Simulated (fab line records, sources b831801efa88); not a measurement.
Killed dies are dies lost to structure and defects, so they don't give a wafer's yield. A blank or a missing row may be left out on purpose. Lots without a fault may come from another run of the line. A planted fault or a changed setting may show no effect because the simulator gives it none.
A struck lot beside a sound one | flow sky130 | 17 steps out of a route of 708
Sound: wafers L725.3, L725.4, L725.5. Struck: wafers L735.2, L735.4, L735.5. The cause comes at the end.
At each step with rows: each side's tool, then ch and its chambers, then its first start. Under that, the readings that differ: sound wafers | struck wafers | difference of the means | sigmas: that difference in standard deviations of wafers without a fault.
alike: readings whose means differ by less than 2 such deviations, and words and numbers that are the same on both sides. not compared: withheld readings, readings that some wafer has no value for, bounds like >300 that may hide the same value, and numbers for which the record gives no deviation and whose values overlap.
The two part at a step that has a row with sigmas, a row that says differs or no value, or rows on one side only. Numbers that don't overlap but have no deviation are shown without sigmas and don't part them. A reading that every wafer of one side lacks parts them only if that side has two wafers or more.

first, 3 steps without rows for these wafers: SKY_SONOS_ONO_WET_ETCH_18 (etches Si3N4 in H3PO4, target depth 15 nm, time 172 s); SKY_GATE_OXIDE_CLEAN_00 (cleans in SC1/SC2, time 150 s); SKY_GATE_OXIDE_OXIDATION_01 (stabilise 600 s, purge 300 s, target thk 10.268 nm).
SKY_GATE_OXIDE_THK_MEAS_02:
  sound on film_metro-04, day 14 14:20; struck on film_metro-03, day 17 05:06
  alike: GATE_OXIDE_OXIDATION_00_THK
then, 7 steps without rows for these wafers: SKY_GATE_OXIDE_DEHYDRATE_03 (time 60 s); SKY_GATE_OXIDE_HMDS_04 (prime time 60 s); SKY_GATE_OXIDE_COAT_05 (resist thk 1140 nm); SKY_GATE_OXIDE_SOFTBAKE_06 (time 60 s); SKY_GATE_OXIDE_EXPOSE_07 (exposes mask LVOM, target cd 600 nm); SKY_GATE_OXIDE_PEB_08; SKY_GATE_OXIDE_DEVELOP_09 (develop time 60 s).
SKY_GATE_OXIDE_OVL_MEAS_10:
  sound on overlay-01, day 15 16:34; struck on overlay-01, day 18 10:35
  alike: GATE_OXIDE_OVL
SKY_GATE_OXIDE_IMPLANT_11:
  sound on implanter-01 ch 0, day 15 16:38; struck on implanter-03 ch 0, day 18 10:38
  reading                   | sound             | struck            | difference | sigmas
  implant_ion_amu           | 11 11 11          | 49 49 49          | +38        |
  model.implant.rp_nm (nm)  | 32.6 32.6 32.6    | 10.14 10.14 10.14 | -22.46     |
  model.implant.drp_nm (nm) | 17.11 17.11 17.11 | 6.005 6.005 6.005 | -11.105    |
  alike: end_station_pressure_torr
then, 1 step without rows for these wafers: SKY_GATE_OXIDE_WET_ETCH_12 (etches SiO2 in dHF, target depth 16.8 nm, time 336 s).
SKY_GATE_OXIDE_STRIP_13: strips in O2/N2.
  sound on plasma_asher-01 ch 0,1, day 15 16:54; struck on plasma_asher-02 ch 0,1, day 18 10:52
  alike: drypump_motor_current_A, o2_flow_sccm, oes_product_au, strip_time_to_endpoint_s
  not compared: rf_hours_counter_h
SKY_GATE_OXIDE_TW_MEAS_14:
  sound on film_metro-03, day 15 16:59; struck on film_metro-04, day 18 11:12
  reading       | sound             | struck            | difference | sigmas
  GATE_OXIDE_TW | 224.5 224.0 224.0 | 324.8 325.1 326.9 | +101.4     | +99 or more
  not compared: hold
SKY_PAD_OPEN_PROBE_99:
  the record has rows for the sound wafers here (prober-02, day 47 05:52) and none for the struck ones

WHERE THEY PART
First at SKY_GATE_OXIDE_TW_MEAS_14; last, within this record, at SKY_PAD_OPEN_PROBE_99.

WHY: what the simulator had put in
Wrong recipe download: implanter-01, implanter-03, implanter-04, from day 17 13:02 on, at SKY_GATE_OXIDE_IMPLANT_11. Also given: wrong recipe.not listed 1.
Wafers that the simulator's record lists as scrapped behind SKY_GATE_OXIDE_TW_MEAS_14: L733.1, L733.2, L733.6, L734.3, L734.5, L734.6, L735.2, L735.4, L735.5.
